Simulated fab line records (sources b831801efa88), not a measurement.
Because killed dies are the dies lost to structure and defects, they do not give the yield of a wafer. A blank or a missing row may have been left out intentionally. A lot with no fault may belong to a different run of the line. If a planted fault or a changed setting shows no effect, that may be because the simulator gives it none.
Which tool was responsible?    flow sky130    33 wafers from 11 lots sampled at 3 of the route's 708 steps

## WHAT EACH GAUGE READ, for each wafer
SKY_LOCAL_INTERCONNECT_CD_MEAS_11 targets a cd of 170 nm. Usual: cd_nm 170.7 nm, standard deviation 1.5.
lot   measured      on         cd_nm (nm)         flag
L819  day 31 17:31  cd_sem-01  171.6 172.5 172.8  
L823  day 32 19:56  cd_sem-01  171.3 171.7 172.5  
L824  day 32 20:07  cd_sem-02  169.9 169.0 171.0  
L825  day 33 02:42  cd_sem-01  171.4 173.5 170.6  
L828  day 33 17:28  cd_sem-02  170.8 170.4 170.9  
L831  day 34 16:09  cd_sem-01  170.3 169.7 171.5  
L833  day 35 16:20  cd_sem-01  172.1 170.8 172.6  
L834  day 35 21:20  cd_sem-01  168.8 170.0 169.0  
L835  day 36 13:38  cd_sem-02  170.8 169.2 170.3  
L839  day 37 04:53  cd_sem-02  169.4 168.8 167.9  
L840  day 37 16:56  cd_sem-01  170.0 169.7 169.8  

SKY_CONTACT_CD_MEAS_14 targets a cd of 170 nm. Usual: cd_nm 169.7 nm, standard deviation 1.5.
lot   measured      on         cd_nm (nm)         flag
L819  day 32 21:43  cd_sem-01  168.1 169.6 169.3  
L823  day 33 23:28  cd_sem-01  169.6 169.1 168.0  
L824  day 34 00:23  cd_sem-01  170.0 168.7 170.5  
L825  day 34 06:45  cd_sem-02  169.7 169.6 171.1  
L828  day 34 20:58  cd_sem-01  168.8 171.4 169.2  
L831  day 35 19:53  cd_sem-01  170.9 170.7 170.8  
L833  day 36 20:09  cd_sem-02  169.4 167.6 169.7  
L834  day 37 00:23  cd_sem-02  169.4 168.8 169.3  
L835  day 37 17:14  cd_sem-01  168.7 170.3 168.4  
L839  day 38 06:57  cd_sem-02  171.5 170.6 171.2  
L840  day 38 19:26  cd_sem-01  169.3 169.0 168.6  

## WHICH TOOL RAN EACH LOT (tool, then ch and the chambers of the sampled wafers, then the start)
lot   SKY_LOCAL_INTERCONNECT_METAL_ETCH_14
L819  rie_metal-04 ch 0,1, day 31 17:43
L823  rie_metal-03 ch 0,1, day 32 20:10
L824  rie_metal-01 ch 0,1, day 32 20:19
L825  rie_metal-03 ch 0,1, day 33 02:55
L828  rie_metal-03 ch 0,1, day 33 17:40
L831  rie_metal-03 ch 0,1, day 34 16:22
L833  rie_metal-04 ch 0, day 35 16:38
L834  rie_metal-01 ch 0,1, day 35 21:34
L835  rie_metal-01 ch 0,1, day 36 13:52
L839  rie_metal-01 ch 0,1, day 37 05:07
L840  rie_metal-03 ch 0,1, day 37 17:08
- SKY_LOCAL_INTERCONNECT_METAL_ETCH_14: etches TiN in Cl2/BCl3, stops on PSG, target depth 110 nm, time 31.4 s.

## AS READ BY THE TOOLS THEMSELVES (means over the sampled wafers that have a number; for cases with no such wafer, the mark the record gives instead)
SKY_LOCAL_INTERCONNECT_METAL_ETCH_14. Usual: drypump_motor_current_A 6.0 A, standard deviation 0.33; oes_product_au 0.939 a.u., standard deviation 0.0085; rf_fwd_power_W 890 W, standard deviation 3.5; throttle_valve_pct 21.901 %, standard deviation 0.01.
lot   tool          drypump_motor_current_A (A)  oes_product_au (a.u.)  rf_fwd_power_W (W)  throttle_valve_pct (%)  flag
L819  rie_metal-04  6.4                          0.956                  892                 21.902                  
L823  rie_metal-03  5.7                          0.923                  891                 21.917                  
L824  rie_metal-01  6.3                          0.937                  888                 21.894                  
L825  rie_metal-03  5.8                          0.944                  892                 21.896                  
L828  rie_metal-03  5.6                          0.948                  887                 21.898                  
L831  rie_metal-03  5.8                          0.939                  888                 21.900                  
L833  rie_metal-04  6.3                          0.931                  891                 21.912                  
L834  rie_metal-01  6.3                          0.936                  892                 21.903                  
L835  rie_metal-01  6.1                          0.932                  893                 21.909                  
L839  rie_metal-01  6.3                          0.939                  890                 21.898                  
L840  rie_metal-03  5.7                          0.947                  888                 21.896                  

## THE ANSWER, worked out from the rows above alone
Rule: lot off if the mean of its wafers having a number is beyond 3 standard deviations from the usual mean. Also off: a lot with no number at a reading for which 4 or more lots have one. All remaining lots with rows at the step are treated as sound. After the gauges, taken in route order, come the tools' own readings; for these a lot's mean is taken, as printed above. At the first step where some lot is off, the reading lying furthest off is the one used; lots without a number count as furthest.
No lot is off at any reading shown: from this, nothing can be told.

## WHAT THE SIMULATOR PUT IN
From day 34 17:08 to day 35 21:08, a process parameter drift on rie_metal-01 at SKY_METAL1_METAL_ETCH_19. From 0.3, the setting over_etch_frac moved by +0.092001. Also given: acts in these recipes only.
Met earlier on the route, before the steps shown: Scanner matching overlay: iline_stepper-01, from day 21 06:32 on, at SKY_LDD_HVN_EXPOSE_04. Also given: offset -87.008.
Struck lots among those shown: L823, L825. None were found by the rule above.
